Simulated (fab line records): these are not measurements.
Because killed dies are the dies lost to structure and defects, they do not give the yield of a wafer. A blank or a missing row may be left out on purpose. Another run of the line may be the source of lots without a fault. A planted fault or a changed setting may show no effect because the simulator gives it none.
fab line records ; flow sfq-line
record lots=14; wafers=42; last-day=91
route steps=325 shown INCOMING@1 R5@225 M7@292 I7@296
lots that met no fault: taken from a fault-free run of the same line
start-h: hours from the record's opening day to when the first of the lot's shown wafers began ; wait-h: time in hours since the lot's previous step ; " as in the row above ; L1.1+2: several wafers, shown together as one row ; - no value present, or no start provided ; * or withheld: withheld ; < > ~ a bound
route shown NAME@n: a module of which the file shows steps, and the number in the route of the first ; usual: mean and standard deviation over wafers with no fault ; same: alike in all rows ; chamber/n: place in a boat ; sites: readings site by site ; _std_site: how widely they spread, as a standard deviation ; _edge_site: mean of outer sites minus mean of inner sites ; radius-mm: how far each site lies from the wafer's centre ; mask NAME#n: copy n ; behind: the last tool/chamber to shape the wafer ; hold: the reason the lot was held/the length of the hold in hours/how it ended ; device: whichever transistor did not switch (one of n, p or np) ; end of line: the same wafers' tests at the end of the route ; a step without rows: its recipe alone ; killed: not the wafer's yield, but the dies lost to structure and defects at the first sort ; map: per-die view of a wafer (x killed, . not killed, _ where there is no die)
set.NAME: setting as actually run; set.NAME@STEP: the setting as run at that earlier step ; model.NAME: the simulator's own value behind a step, which no gauge read
one table for each step of the route and one row for each wafer, over a sample of lots
services: from which hour (start-h, from the record's first day; less than 0 if before it) a tool's chamber was out of use, for how many hours, and why
## steps
# step SFQ_INCOMING_BOW_MEAS_900
# recipe mode=bow
# usual INCOMING_BOW=0/6.1
lot.wafer;tool;chamber;start-h;wait-h;INCOMING_BOW[um]
L248.2;film-metro-01;-;10.02;-;-2
L248.4;film-metro-01;-;10.02;-;0
L248.5;film-metro-01;-;10.02;-;-8
L249.3;film-metro-03;-;15.04;-;-6
L249.5;film-metro-03;-;15.04;-;-8
L249.6;film-metro-03;-;15.04;-;8
L250.1;film-metro-02;-;20.00;-;7
L250.4;film-metro-02;-;20.00;-;1
L250.6;film-metro-02;-;20.00;-;-5
L251.4;film-metro-01;-;25.06;-;-6
L251.5;film-metro-01;-;25.06;-;7
L251.6;film-metro-01;-;25.06;-;-2
L252.1;film-metro-01;-;30.00;-;0
L252.4;film-metro-01;-;30.00;-;-3
L252.6;film-metro-01;-;30.00;-;-7
L256.1;film-metro-01;-;50.00;-;-11
L256.2;film-metro-01;-;50.00;-;-4
L256.6;film-metro-01;-;50.00;-;-14
L257.2;film-metro-01;-;55.02;-;-7
L257.3;film-metro-01;-;55.02;-;0
L257.5;film-metro-01;-;55.02;-;-9
L262.1;film-metro-01;-;80.00;-;11
L262.2;film-metro-01;-;80.00;-;9
L262.5;film-metro-01;-;80.00;-;11
L263.2;film-metro-02;-;85.02;-;-2
L263.3;film-metro-02;-;85.02;-;-5
L263.5;film-metro-02;-;85.02;-;-3
L266.1;film-metro-02;-;100.00;-;2
L266.2;film-metro-02;-;100.00;-;1
L266.4;film-metro-02;-;100.00;-;0
L267.2;film-metro-02;-;105.02;-;-10
L267.3;film-metro-02;-;105.02;-;-6
L267.4;film-metro-02;-;105.02;-;-7
L268.2;film-metro-01;-;110.02;-;1
L268.4;film-metro-01;-;110.02;-;-6
L268.6;film-metro-01;-;110.02;-;-2
L269.2;film-metro-02;-;115.02;-;-5
L269.3;film-metro-02;-;115.02;-;-5
L269.4;film-metro-02;-;115.02;-;3
L270.1;film-metro-02;-;120.00;-;0
L270.5;film-metro-02;-;120.00;-;8
L270.6;film-metro-02;-;120.00;-;-7
# step SFQ_TRILAYER_R5_ETCH_METAL_ETCH_139
# recipe stop-on=SiO2; mask-material=PR; chemistry=Cl2; target-depth-nm=60; icp-w=600; bias-w=80; pressure-mtorr=10; time-s=40
# usual drypump-motor-current-A=5.7/0.51; oes-product-au=0.991/0.0075; rf-fwd-power-W=593.9/2.5
lot.wafer;tool;chamber;start-h;wait-h;drypump-motor-current-A;oes-product-au;rf-fwd-power-W;rf-hours-counter-h
L248.2;rie-metal-04;1;1468.82;0.0;6.2;0.990;596.8;9
L248.4;rie-metal-04;1;1468.82;0.0;6.2;1.009;592.2;-
L248.5;rie-metal-04;0;1468.82;0.0;6.2;0.988;591.0;-
L249.3;rie-metal-04;1;1473.64;0.0;6.2;0.989;597.4;-
L249.5;rie-metal-04;0;1473.64;0.0;6.2;0.994;589.9;-
L249.6;rie-metal-04;1;1473.64;0.0;6.2;0.992;598.7;-
L250.1;rie-metal-03;1;1474.82;0.0;5.2;0.978;589.3;9
L250.4;rie-metal-03;0;1474.82;0.0;5.5;1.012;595.2;-
L250.6;rie-metal-03;0;1474.82;0.0;5.5;0.993;594.7;-
L251.4;rie-metal-02;1;1478.44;0.0;5.1;0.997;595.6;-
L251.5;rie-metal-02;1;1478.44;0.0;5.1;0.992;594.4;-
L251.6;rie-metal-02;0;1478.44;0.0;6.3;1.004;592.2;-
L252.1;rie-metal-02;0;1482.02;0.0;6.3;0.998;594.0;106
L252.4;rie-metal-02;1;1482.02;0.0;5.1;0.988;596.7;-
L252.6;rie-metal-02;0;1482.02;0.0;6.3;0.989;592.4;-
L256.1;rie-metal-02;0;1514.20;0.0;6.3;0.930;496.7;109
L256.2;rie-metal-02;1;1514.20;0.0;5.1;0.922;498.8;49
L256.6;rie-metal-02;0;1514.20;0.0;6.3;0.916;498.2;-
L257.2;rie-metal-02;1;1540.85;0.0;5.1;0.911;500.3;53
L257.3;rie-metal-02;1;1540.85;0.0;5.1;0.926;499.3;-
L257.5;rie-metal-02;1;1540.85;0.0;5.1;0.919;498.1;-
L262.1;rie-metal-04;0;1574.57;0.0;6.2;0.999;592.5;96
L262.2;rie-metal-04;1;1574.57;0.0;6.2;0.996;595.2;21
L262.5;rie-metal-04;0;1574.57;0.0;6.1;0.985;592.6;-
L263.2;rie-metal-03;0;1580.28;0.0;5.5;0.988;595.5;54
L263.3;rie-metal-03;1;1580.28;0.0;5.2;0.984;593.4;-
L263.5;rie-metal-03;1;1580.28;0.0;5.2;0.980;592.5;-
L266.1;rie-metal-03;0;1597.10;0.1;5.5;1.002;595.0;55
L266.2;rie-metal-03;1;1597.10;0.1;5.2;0.981;594.1;28
L266.4;rie-metal-03;1;1597.10;0.1;5.2;0.978;592.2;-
L267.2;rie-metal-04;0;1612.68;0.0;6.1;0.990;594.1;101
L267.3;rie-metal-04;1;1612.68;0.0;6.2;0.998;593.7;-
L267.4;rie-metal-04;0;1612.68;0.0;6.2;0.994;595.9;-
L268.2;rie-metal-02;1;1620.01;0.0;5.1;0.992;596.9;67
L268.4;rie-metal-02;0;1620.01;0.0;6.3;0.991;594.7;-
L268.6;rie-metal-02;1;1620.01;0.0;5.1;0.996;594.4;-
L269.2;rie-metal-04;1;1628.33;0.0;6.2;0.992;593.6;28
L269.3;rie-metal-04;0;1628.33;0.0;6.2;0.998;593.4;-
L269.4;rie-metal-04;1;1628.33;0.0;6.2;0.993;597.3;-
L270.1;rie-metal-04;1;1630.73;0.0;6.2;0.996;594.4;29
L270.5;rie-metal-04;1;1630.73;0.0;6.2;1.001;593.5;-
L270.6;rie-metal-04;0;1630.73;0.0;6.2;1.002;592.1;-
# step SFQ_TRILAYER_M7_BARC_OPEN_METAL_ETCH_229
# recipe mask-material=PR; chemistry=O2; target-depth-nm=125; target=BARC; icp-w=600; bias-w=80; pressure-mtorr=10; time-s=41.7
# usual drypump-motor-current-A=5.8/0.46; oes-product-au=0.688/0.0048; rf-fwd-power-W=594.1/2.4
lot.wafer;tool;chamber;start-h;wait-h;drypump-motor-current-A;oes-product-au;rf-fwd-power-W;rf-hours-counter-h
L248.2;rie-metal-04;1;1828.23;0.0;6.2;0.679;597.3;51
L248.4;rie-metal-04;0;1828.23;0.0;6.2;0.684;590.6;-
L248.5;rie-metal-04;1;1828.23;0.0;6.2;0.690;596.7;-
L249.3;rie-metal-04;0;1830.65;0.0;6.1;0.689;593.0;-
L249.5;rie-metal-04;1;1830.65;0.0;6.2;0.686;593.8;-
L249.6;rie-metal-04;0;1830.65;0.0;6.2;0.685;591.6;-
L250.1;rie-metal-03;1;1834.23;0.0;5.2;0.684;594.4;58
L250.4;rie-metal-03;0;1834.23;0.0;5.5;0.688;595.3;-
L250.6;rie-metal-03;0;1834.23;0.0;5.5;0.690;593.5;-
L251.4;rie-metal-04;1;1835.45;0.0;6.2;0.677;598.1;-
L251.5;rie-metal-04;0;1835.45;0.0;6.2;0.688;590.7;-
L251.6;rie-metal-04;1;1835.45;0.0;6.2;0.693;596.5;-
L252.1;rie-metal-04;1;1839.03;0.0;6.2;0.690;596.0;54
L252.4;rie-metal-04;0;1839.03;0.0;6.2;0.684;593.4;-
L252.6;rie-metal-04;1;1839.03;0.0;6.2;0.689;594.3;-
L256.1;rie-metal-01;0;1943.89;0.0;5.5;0.687;590.8;57
L256.2;rie-metal-01;1;1943.89;0.0;6.6;0.690;593.9;127
L256.6;rie-metal-01;1;1943.89;0.0;6.6;0.687;592.5;-
L257.2;rie-metal-04;1;1968.02;0.0;6.2;0.686;595.2;73
L257.3;rie-metal-04;0;1968.02;0.0;6.2;0.687;591.3;-
L257.5;rie-metal-04;1;1968.02;0.0;6.2;0.693;593.1;-
L262.1;rie-metal-01;0;2002.94;0.0;5.5;0.701;594.0;68
L262.2;rie-metal-01;0;2002.94;0.0;5.5;0.688;595.8;-
L262.5;rie-metal-01;0;2002.94;0.0;5.5;0.690;593.2;-
L263.2;rie-metal-01;0;2005.36;0.0;5.5;0.685;595.8;-
L263.3;rie-metal-01;0;2005.36;0.0;5.5;0.693;595.0;-
L263.5;rie-metal-01;0;2005.36;0.0;5.5;0.680;595.1;-
L266.1;rie-metal-01;0;2014.94;0.0;5.5;0.685;594.5;73
L266.2;rie-metal-01;0;2014.94;0.0;5.5;0.691;594.2;-
L266.4;rie-metal-01;0;2014.94;0.0;5.5;0.686;594.8;-
L267.2;rie-metal-01;0;2026.10;0.0;5.5;0.695;594.1;75
L267.3;rie-metal-01;0;2026.10;0.0;5.5;0.696;591.5;-
L267.4;rie-metal-01;1;2026.10;0.0;6.6;0.682;592.5;-
L268.2;rie-metal-04;0;2027.30;0.0;6.2;0.690;590.0;9
L268.4;rie-metal-04;1;2027.30;0.0;6.2;0.683;595.8;-
L268.6;rie-metal-04;1;2027.30;0.0;6.2;0.680;598.9;-
L269.2;rie-metal-01;1;2028.50;0.0;6.5;0.693;597.2;2
L269.3;rie-metal-01;1;2028.50;0.0;6.6;0.695;597.4;-
L269.4;rie-metal-01;0;2028.50;0.0;5.5;0.690;595.6;-
L270.1;rie-metal-04;1;2030.90;0.0;6.2;0.677;592.8;79
L270.5;rie-metal-04;1;2030.90;0.0;6.2;0.684;593.3;-
L270.6;rie-metal-04;0;2030.90;0.0;6.2;0.687;595.8;-
# step SFQ_TRILAYER_I7_DEP_PECVD_183
# recipe material=SiO2; temp-c=150; time-s=111.11; pressure-torr=2.4; rf-w=183.3; precursor=SiH4/N2O; target-thk-nm=500
# usual chamber-pressure-Torr=2.400/0.0052; heater-power-w=84/8.6; throttle-valve-pct=24.8/0.99
lot.wafer;tool;chamber;start-h;wait-h;chamber-pressure-Torr;heater-power-w;throttle-valve-pct
L248.2;pecvd-01;0;1829.19;0.0;2.403;101;25.0
L248.4;pecvd-01;0;1829.19;0.0;2.397;102;25.0
L248.5;pecvd-01;2;1829.19;0.0;2.407;74;24.6
L249.3;pecvd-03;2;1831.59;0.0;2.404;87;22.8
L249.5;pecvd-03;1;1831.59;0.0;2.400;83;24.6
L249.6;pecvd-03;2;1831.59;0.0;2.398;90;23.0
L250.1;pecvd-02;1;1835.19;0.0;2.404;88;26.0
L250.4;pecvd-02;1;1835.19;0.0;2.393;92;25.9
L250.6;pecvd-02;2;1835.19;0.0;2.399;83;24.4
L251.4;pecvd-03;2;1836.43;0.0;2.402;87;22.6
L251.5;pecvd-03;0;1836.43;0.0;2.402;85;23.2
L251.6;pecvd-03;1;1836.43;0.0;2.402;77;24.5
L252.1;pecvd-01;1;1839.99;0.0;2.400;106;25.1
L252.4;pecvd-01;1;1839.99;0.0;2.407;87;25.0
L252.6;pecvd-01;0;1839.99;0.0;2.398;95;25.2
L256.1;pecvd-03;0;1944.85;0.0;2.399;79;23.5
L256.2;pecvd-03;2;1944.85;0.0;2.398;75;23.0
L256.6;pecvd-03;1;1944.85;0.0;2.402;79;25.1
L257.2;pecvd-02;0;1968.98;0.0;2.393;77;24.7
L257.3;pecvd-02;2;1968.98;0.0;2.408;70;24.9
L257.5;pecvd-02;1;1968.98;0.0;2.411;93;26.4
L262.1;pecvd-03;0;2004.69;0.0;2.398;89;23.7
L262.2;pecvd-03;1;2004.69;0.0;2.390;80;25.6
L262.5;pecvd-03;2;2004.69;0.0;2.396;89;23.0
L263.2;pecvd-02;1;2007.09;0.0;2.406;100;26.3
L263.3;pecvd-02;0;2007.09;0.0;2.409;84;24.8
L263.5;pecvd-02;2;2007.09;0.0;2.403;68;25.1
L266.1;pecvd-01;2;2016.69;0.0;2.392;70;25.0
L266.2;pecvd-01;1;2016.69;0.0;2.402;105;25.3
L266.4;pecvd-01;2;2016.69;0.0;2.388;77;25.0
L267.2;pecvd-03;2;2027.06;0.0;2.401;81;23.3
L267.3;pecvd-03;0;2027.06;0.0;2.400;75;23.9
L267.4;pecvd-03;2;2027.06;0.0;2.395;83;23.4
L268.2;pecvd-02;1;2028.26;0.0;2.398;89;26.0
L268.4;pecvd-02;1;2028.26;0.0;2.397;92;26.5
L268.6;pecvd-02;2;2028.26;0.0;2.393;68;24.8
L269.2;pecvd-02;1;2029.46;0.0;2.397;96;26.5
L269.3;pecvd-02;0;2029.46;0.0;2.406;81;24.5
L269.4;pecvd-02;2;2029.46;0.0;2.400;81;25.2
L270.1;pecvd-03;2;2031.86;0.0;2.408;88;23.2
L270.5;pecvd-03;0;2031.86;0.0;2.396;71;23.9
L270.6;pecvd-03;2;2031.86;0.0;2.406;75;23.1
## services
tool;chamber;start-h;hours;kind
pecvd-03;-;1461.16;0.4;repair
rie-metal-04;1;1474.47;11.9;repair
rie-metal-01;-;1511.03;1.4;pm
rie-metal-02;0;1535.27;1.0;repair
rie-metal-02;-;1536.34;0.7;repair
rie-metal-01;0;1536.56;24.5;repair
rie-metal-04;-;1538.10;2.8;pm
pecvd-03;-;1546.81;2.5;repair
rie-metal-02;0;1571.95;20.8;repair
rie-metal-02;-;1574.88;2.8;pm
pecvd-03;1;1594.18;5.4;repair
pecvd-02;-;1673.71;0.8;repair
pecvd-03;2;1677.29;3.9;repair
pecvd-03;-;1686.25;14.0;pm
rie-metal-01;-;1712.96;14.6;pm
rie-metal-02;1;1753.74;1.1;repair
pecvd-02;-;1820.16;2.8;pm
pecvd-02;0;1827.98;22.6;repair
rie-metal-04;-;1869.71;0.3;repair
rie-metal-04;-;1873.29;0.4;repair
rie-metal-01;-;1883.04;1.2;repair
pecvd-03;-;1930.48;2.8;pm
pecvd-03;-;1935.69;6.9;repair
rie-metal-04;-;2009.30;14.6;pm
## key
first-sign step=SFQ_TRILAYER_R5_ETCH_METAL_ETCH_139; reading=rf-fwd-power-W; direction=down; sigmas=38; usual=593.9; struck=498.6
effect step=SFQ_TRILAYER_R5_ETCH_METAL_ETCH_139; reading=oes-product-au; direction=down; sigmas=9.5; usual=0.991; struck=0.921
met-at SFQ_TRILAYER_R5_ETCH_METAL_ETCH_139
struck-lots L256,L257
not-acting-at SFQ_INCOMING_BOW_MEAS_900,SFQ_TRILAYER_M7_BARC_OPEN_METAL_ETCH_229,SFQ_TRILAYER_I7_DEP_PECVD_183
onset-between 1482.02 1514.20
fault kind=process-parameter-drift; tool=rie-metal-02; chamber=-; onset-h=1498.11; steps=SFQ_TRILAYER_R5_ETCH_METAL_ETCH_139; channel=icp-w; offset=-96; shape=step; end-h=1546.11; acts-in=these-recipes-only; stated=600
